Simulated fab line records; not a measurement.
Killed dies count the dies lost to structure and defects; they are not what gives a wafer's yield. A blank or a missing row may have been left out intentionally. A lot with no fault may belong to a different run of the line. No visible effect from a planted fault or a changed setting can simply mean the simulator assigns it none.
The tool behind it: which one? -- flow gf180mcu -- 10 lots with 30 wafers sampled at 6 steps, on a route of 602 steps

## WHAT EACH GAUGE READ, for each wafer
GF_V4_THK_MEAS_03. Usual: V4_CVD_02_THK 851 nm, standard deviation 11.
lot,measured,on,V4_CVD_02_THK (nm),flag
L444,day 23 11:56,film metro-03,843 841 851,
L445,day 24 05:07,film metro-03,848 850 857,
L448,day 25 08:20,film metro-02,839 837 849,
L449,day 25 18:23,film metro-02,851 864 844,
L458,day 28 15:01,film metro-04,847 864 859,
L459,day 28 17:45,film metro-02,841 845 852,
L461,day 29 05:38,film metro-02,837 852 846,
L462,day 29 14:02,film metro-03,854 854 861,
L463,day 29 16:23,film metro-02,843 864 852,
L464,day 30 05:14,film metro-02,855 853 857,

GF_V4_BOW_MEAS_05. Usual: V4_BOW 132 um, standard deviation 8.
lot,measured,on,V4_BOW (um),flag
L444,day 23 16:19,film metro-04,138 142 138,
L445,day 24 05:31,film metro-04,128 118 121,
L448,day 25 08:43,film metro-02,121 136 125,
L449,day 25 18:47,film metro-04,122 142 138,
L458,day 28 15:29,film metro-02,122 139 123,
L459,day 28 18:08,film metro-04,139 122 131,
L461,day 29 06:00,film metro-02,122 135 127,
L462,day 29 14:49,film metro-04,142 145 146,
L463,day 29 16:46,film metro-02,125 133 136,
L464,day 30 05:37,film metro-03,122 125 127,

GF_MIM_RS_MEAS_10: the measuring method here is four-point-probe. Usual: MIM_ALCU_RS 0.1597 ohm/sq, standard deviation 0.002.
lot,measured,on,MIM_ALCU_RS (ohm/sq),flag
L444,day 24 15:54,film metro-02,0.1603 0.1604 0.1581,
L445,day 25 05:53,film metro-01,0.1580 0.1588 0.1573,
L448,day 26 07:13,film metro-03,0.2272 0.2208 0.2207 0.2269 0.2213 0.2204,OFF
L449,day 26 17:25,film metro-01,0.2292 0.2258 0.2315 0.2296 0.2257 0.2312,OFF
L458,day 29 13:20,film metro-03,0.1582 0.1578 0.1578,
L459,day 29 14:40,film metro-03,0.1631 0.1608 0.1606,
L461,day 30 03:08,film metro-02,0.1588 0.1607 0.1614,
L462,day 30 12:17,film metro-03,0.1567 0.1595 0.1592,
L463,day 30 13:37,film metro-03,0.1584 0.1604 0.1588,
L464,day 31 01:34,film metro-02,0.1605 0.1595 0.1601,

GF_MIM_THK_MEAS_11: measures by xrf. Usual: MIM_ALCU_THK 196 nm, standard deviation 3.2.
lot,measured,on,MIM_ALCU_THK (nm),flag
L444,day 24 16:01,film metro-02,192 192 195,
L445,day 25 06:01,film metro-01,198 198 199,
L448,day 26 10:20,film metro-03,140 145 145 140 144 145,OFF
L449,day 26 20:20,film metro-01,138 142 138 138 140 138,OFF
L458,day 29 13:27,film metro-03,200 200 202,
L459,day 29 14:46,film metro-03,195 197 197,
L461,day 30 03:16,film metro-02,195 191 191,
L462,day 30 12:23,film metro-03,202 198 199,
L463,day 30 13:43,film metro-03,199 198 198,
L464,day 31 01:41,film metro-02,192 194 192,

## TOOL THAT RAN EACH LOT (tool first, then ch and the chambers of the sampled wafers, then the start)
lot,GF_MIM_SPUTTER_08,GF_MIM_SPUTTER_09
L444,"pvd sputter-04, day 24 15:49","pvd sputter-04, day 24 15:51"
L445,"pvd sputter-04, day 25 05:50","pvd sputter-04, day 25 05:52"
L448,"pvd sputter-04, day 26 07:10","pvd sputter-04, day 26 07:11"
L449,"pvd sputter-04, day 26 17:18","pvd sputter-04, day 26 17:19"
L458,"pvd sputter-01, day 29 13:17","pvd sputter-01, day 29 13:18"
L459,"pvd sputter-04, day 29 14:34","pvd sputter-04, day 29 14:35"
L461,"pvd sputter-04, day 30 03:05","pvd sputter-04, day 30 03:06"
L462,"pvd sputter-04, day 30 12:12","pvd sputter-04, day 30 12:13"
L463,"pvd sputter-04, day 30 13:31","pvd sputter-04, day 30 13:32"
L464,"pvd sputter-01, day 31 01:29","pvd sputter-01, day 31 01:31"
- GF_MIM_SPUTTER_08: material AlCu, target thk 200 nm, time 10.6 s.
- GF_MIM_SPUTTER_09: material TiN, target thk 35 nm, time 30.05 s.

## WHAT THE TOOLS THEMSELVES READ (means of the sampled wafers that have a number; where no wafer has one, the mark that the record gives instead)
GF_MIM_SPUTTER_08. Usual: throttle valve pct 29.7 %, standard deviation 0.97.
lot,tool,throttle valve pct (%),flag
L444,pvd sputter-04,29.7,
L445,pvd sputter-04,30.7,
L448,pvd sputter-04,28.8,
L449,pvd sputter-04,30.2,
L458,pvd sputter-01,29.7,
L459,pvd sputter-04,29.4,
L461,pvd sputter-04,29.7,
L462,pvd sputter-04,30.1,
L463,pvd sputter-04,30.1,
L464,pvd sputter-01,29.5,

GF_MIM_SPUTTER_09. Usual: throttle valve pct 29.6 %, standard deviation 0.93.
lot,tool,throttle valve pct (%),flag
L444,pvd sputter-04,29.8,
L445,pvd sputter-04,30.5,
L448,pvd sputter-04,28.9,
L449,pvd sputter-04,30.2,
L458,pvd sputter-01,29.8,
L459,pvd sputter-04,29.2,
L461,pvd sputter-04,29.8,
L462,pvd sputter-04,30.3,
L463,pvd sputter-04,30.1,
L464,pvd sputter-01,29.4,

## THE ANSWER, worked out from the rows above alone
Rule: a lot counts as off when the mean over its wafers that have a number is more than 3 standard deviations away from the usual mean. Also off: a lot with no number at a reading for which 4 or more lots have one. Any other lot the step has rows for is counted as sound. Order of review: gauges by route order, followed by the tools' own readings, for which a lot's mean as printed above is used. The first step at which some lot is off is used, and at that step the reading that is off furthest; a lot without a number counts as furthest.
Off: L448, L449, seen at GF_MIM_RS_MEAS_10 (MIM_ALCU_RS).
If a tool, at a process step before that reading, ran all the lots that are off and no sound lot after the first of them, it fits. Those tools and the gauges at GF_MIM_RS_MEAS_10 are tried in the same way. No candidate that was tried fits.

## WHAT WAS PUT IN BY THE SIMULATOR
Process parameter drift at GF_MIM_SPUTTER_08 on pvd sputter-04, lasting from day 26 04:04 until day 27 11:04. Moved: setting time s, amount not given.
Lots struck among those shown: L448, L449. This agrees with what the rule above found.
